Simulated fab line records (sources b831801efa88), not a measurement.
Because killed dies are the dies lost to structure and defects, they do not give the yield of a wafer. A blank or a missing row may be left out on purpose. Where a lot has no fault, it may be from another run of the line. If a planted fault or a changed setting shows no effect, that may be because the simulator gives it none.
Matching of chambers || flow sfq-line || cmp-02 running SFQ_TRILAYER_A5B_CMP_CMP_130: 4 sister chambers
The step polishes, stops on Nb, target thk 340.7 nm. 8 wafers are shown with their chamber, then 8 later ones without.

== EACH WAFER AND ITS CHAMBER ==
{"wafer": "L306.3", "chamber": 0, "motor-current-A (A)": 10.0}
{"wafer": "L318.4", "chamber": 2, "motor-current-A (A)": 9.5}
{"wafer": "L318.5", "chamber": 0, "motor-current-A (A)": 10.6}
{"wafer": "L318.6", "chamber": 3, "motor-current-A (A)": 10.5}
{"wafer": "L319.1", "chamber": 1, "motor-current-A (A)": 9.4}
{"wafer": "L319.2", "chamber": 2, "motor-current-A (A)": 9.5}
{"wafer": "L319.6", "chamber": 1, "motor-current-A (A)": 9.8}
{"wafer": "L321.1", "chamber": 3, "motor-current-A (A)": 11.1}

== WAFERS MISSING THEIR CHAMBER ==
{"wafer": "L321.3", "motor-current-A (A)": 9.4}
{"wafer": "L321.2", "motor-current-A (A)": 9.4}
{"wafer": "L322.4", "motor-current-A (A)": 9.9}
{"wafer": "L322.5", "motor-current-A (A)": 8.9}
{"wafer": "L322.6", "motor-current-A (A)": 10.5}
{"wafer": "L323.1", "motor-current-A (A)": 8.6}
{"wafer": "L323.5", "motor-current-A (A)": 9.8}
{"wafer": "L323.6", "motor-current-A (A)": 9.7}

== WHICH CHAMBER EACH WENT THROUGH ==
{"wafer": "L321.3", "from the rows above": "can't be placed: 2 or 1", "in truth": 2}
{"wafer": "L321.2", "from the rows above": "can't be placed: 2 or 1", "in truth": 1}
{"wafer": "L322.4", "from the rows above": "can't be placed: 1 or 0 or 2 or 3", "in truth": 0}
{"wafer": "L322.5", "from the rows above": "can't be placed: 2 or 1", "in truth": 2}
{"wafer": "L322.6", "from the rows above": "can't be placed: 0 or 3", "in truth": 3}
{"wafer": "L323.1", "from the rows above": "can't be placed: 2 or 1", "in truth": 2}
{"wafer": "L323.5", "from the rows above": "can't be placed: 1 or 2 or 0", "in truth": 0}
{"wafer": "L323.6", "from the rows above": "can't be placed: 1 or 2 or 0", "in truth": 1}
0 of 8 placed correctly. These rows do not allow placing 8 (true chamber among the candidates in 8). Wrongly placed: 0.
How it was worked out, from the rows above alone: a wafer's distance from a chamber is the root of the sum, over the readings, of the square of ((its reading less the chamber's mean) divided by the reading's scatter). The wafer belongs to the nearest chamber; if the next one is less than 2 further off, it can't be placed. The mean given for a chamber averages the wafers shown for that chamber. The scatter: the root of (the sum of the squares of (reading less its chamber's mean) over the shown wafers, divided by (wafers less chambers)).
